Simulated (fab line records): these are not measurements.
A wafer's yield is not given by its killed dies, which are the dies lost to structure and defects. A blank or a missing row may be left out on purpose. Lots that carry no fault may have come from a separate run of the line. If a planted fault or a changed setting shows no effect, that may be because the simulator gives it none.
Which tool did it? | flow gf180mcu | 12 lots, 36 wafers sampled, at 5 steps of a route of 602

== WHAT EACH GAUGE READ, for each wafer ==
GF_V4_OVL_MEAS_15.
lot  | measured     | on         | V4_OVL (nm)
L215 | day 24 23:55 | overlay-02 | -1 -6 4
L217 | day 25 02:59 | overlay-01 | 4 2 2
L218 | day 25 18:42 | overlay-02 | 5 -3 -2
L220 | day 26 21:12 | overlay-01 | 8 0 -1
L222 | day 27 01:28 | overlay-02 | -10 -6 -5
L224 | day 27 16:49 | overlay-01 | 3 0 0
L225 | day 27 21:43 | overlay-01 | -4 -9 -2
L227 | day 28 18:13 | overlay-01 | 4 -4 -6
L228 | day 28 19:56 | overlay-02 | 8 -1 6
L232 | day 29 19:49 | overlay-01 | 0 3 15
L233 | day 30 10:07 | overlay-02 | -8 1 1
L235 | day 30 15:21 | overlay-02 | 2 -6 4

GF_TOP_METAL_CD_MEAS_14: target cd 440 nm.
lot  | measured     | on        | cd_nm (nm)
L215 | day 28 15:41 | cd_sem-02 | 441.0 441.2 439.1
L217 | day 28 17:36 | cd_sem-01 | 437.9 439.4 437.6
L218 | day 29 07:56 | cd_sem-01 | 439.2 436.8 439.2
L220 | day 30 08:26 | cd_sem-01 | 433.8 434.5 434.9
L222 | day 30 12:22 | cd_sem-02 | 441.4 440.4 440.7
L224 | day 31 01:40 | cd_sem-01 | 438.4 437.3 437.8
L225 | day 31 06:35 | cd_sem-01 | 437.5 439.4 440.4
L227 | day 31 23:27 | cd_sem-01 | 442.0 439.2 442.3
L228 | day 32 02:44 | cd_sem-01 | 440.2 440.6 439.7
L232 | day 32 23:29 | cd_sem-02 | 461.9 463.4 462.2
L233 | day 33 10:37 | cd_sem-01 | 460.9 464.4 463.1
L235 | day 33 15:08 | cd_sem-01 | 439.9 440.4 439.1

GF_TOP_METAL_OVL_MEAS_15.
lot  | measured     | on         | TOP_METAL_OVL (nm)
L215 | day 28 15:49 | overlay-02 | -0.3 -1.2 -1.6
L217 | day 28 17:42 | overlay-02 | -1.5 -1.3 -0.4
L218 | day 29 08:04 | overlay-02 | -1.8 -0.4 -0.7
L220 | day 30 08:34 | overlay-01 | -0.2 0.6 -0.5
L222 | day 30 12:29 | overlay-01 | -2.3 -0.9 -2.6
L224 | day 31 01:45 | overlay-01 | -2.1 -1.5 -2.4
L225 | day 31 06:42 | overlay-01 | -0.2 0.7 0.8
L227 | day 31 23:33 | overlay-01 | -0.8 -0.6 -1.4
L228 | day 32 02:52 | overlay-01 | -1.0 -0.5 -0.2
L232 | day 32 23:34 | overlay-02 | -0.4 -1.4 -2.4
L233 | day 33 10:43 | overlay-01 | 0.5 -1.3 -1.1
L235 | day 33 15:14 | overlay-01 | -1.2 -0.8 -2.2

== WHICH TOOL RAN EACH LOT (tool, then ch and the chambers of the sampled wafers, then the start) ==
lot  | GF_V4_CVD_23                  | GF_TOP_METAL_COAT_09
L215 | cvd_w-02 ch 0,1, day 25 00:43 | litho_track-03 ch 0, day 28 05:01
L217 | cvd_w-02 ch 0,1, day 25 03:47 | litho_track-04 ch 0, day 28 07:18
L218 | cvd_w-01 ch 0,1, day 25 19:50 | litho_track-01 ch 0, day 28 22:14
L220 | cvd_w-02 ch 0,1, day 26 21:59 | litho_track-01 ch 0, day 29 22:32
L222 | cvd_w-02 ch 0,1, day 27 02:16 | litho_track-03 ch 0, day 30 02:52
L224 | cvd_w-02 ch 0,1, day 27 17:38 | litho_track-01 ch 0, day 30 16:31
L225 | cvd_w-02 ch 0,1, day 27 22:32 | litho_track-01 ch 0, day 30 20:44
L227 | cvd_w-02 ch 0,1, day 28 19:01 | litho_track-01 ch 0, day 31 14:43
L228 | cvd_w-01 ch 0,1, day 28 20:44 | litho_track-04 ch 0, day 31 17:38
L232 | cvd_w-02 ch 0,1, day 29 20:41 | litho_track-04 ch 0, day 32 14:46
L233 | cvd_w-02 ch 0,1, day 30 10:55 | litho_track-04 ch 0, day 33 03:09
L235 | cvd_w-02 ch 0,1, day 30 16:08 | litho_track-03 ch 0, day 33 06:50
- GF_V4_CVD_23: deposits W, target thk 350 nm, time 104.9 s.
- GF_TOP_METAL_COAT_09: resist thk 1500 nm.

== WHAT THE TOOLS THEMSELVES READ (means of the sampled wafers that have a number; where no wafer has one, the mark that the record gives instead) ==
GF_V4_CVD_23.
lot  | tool     | heater_power_w (W)
L215 | cvd_w-02 | 950
L217 | cvd_w-02 | 891
L218 | cvd_w-01 | 906
L220 | cvd_w-02 | 949
L222 | cvd_w-02 | 906
L224 | cvd_w-02 | 942
L225 | cvd_w-02 | 936
L227 | cvd_w-02 | 899
L228 | cvd_w-01 | 908
L232 | cvd_w-02 | 907
L233 | cvd_w-02 | 917
L235 | cvd_w-02 | 917

GF_TOP_METAL_COAT_09.
lot  | tool           | chill_plate_temp_C (C) | dispense_pressure_kPa (kPa)
L215 | litho_track-03 | 23.00                  | 48.9
L217 | litho_track-04 | 22.99                  | 48.2
L218 | litho_track-01 | 22.96                  | 53.6
L220 | litho_track-01 | 22.95                  | 53.6
L222 | litho_track-03 | 23.03                  | 48.9
L224 | litho_track-01 | 22.96                  | 53.5
L225 | litho_track-01 | 22.95                  | 53.6
L227 | litho_track-01 | 22.97                  | 53.6
L228 | litho_track-04 | 23.14                  | 48.2
L232 | litho_track-04 | 23.02                  | 48.2
L233 | litho_track-04 | 22.98                  | 48.2
L235 | litho_track-03 | 23.01                  | 48.9

== THE ANSWER, worked out from the rows above alone ==
Rule: usual is defined by the lots themselves. The widest of any qualifying gaps counts: lots, ordered by their means at a reading, are off when they make up no more than a third of the lots, leave a main group of 4 or more, and stand apart from it by 3 or more times the standard deviation of that group's means. If all means in a main group match to the digits the tables above print for the reading, that group is not used. Also off: a lot with no number at a reading for which 4 or more lots have one. Any other lot the step has rows for is counted as sound. First the gauges in route order, then the tools' own readings, where a lot's mean is used as printed above. The first step at which some lot is off is used, and at that step the reading that is off furthest; a lot without a number counts as furthest.
Off: L232, L233 (GF_TOP_METAL_CD_MEAS_14, cd_nm). For the main group the mean is 439.0 nm and the standard deviation 1.9.
A tool fits if, at a process step before that reading, it ran every lot that is off, and no sound lot after the first of them. The gauges at GF_TOP_METAL_CD_MEAS_14 are tried like those tools. One candidate fits, namely litho_track-04 at GF_TOP_METAL_COAT_09. Its last sound lot is L228 (day 31 17:38), its first lot that is off L232 (day 32 14:46): a fault that began between those two fits.

== WHAT THE SIMULATOR HAD INSERTED ==
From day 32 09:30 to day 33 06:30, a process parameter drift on litho_track-04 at GF_TOP_METAL_COAT_09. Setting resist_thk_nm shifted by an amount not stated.
Shown lots that were struck: L232, L233. The rule above reached the same finding.
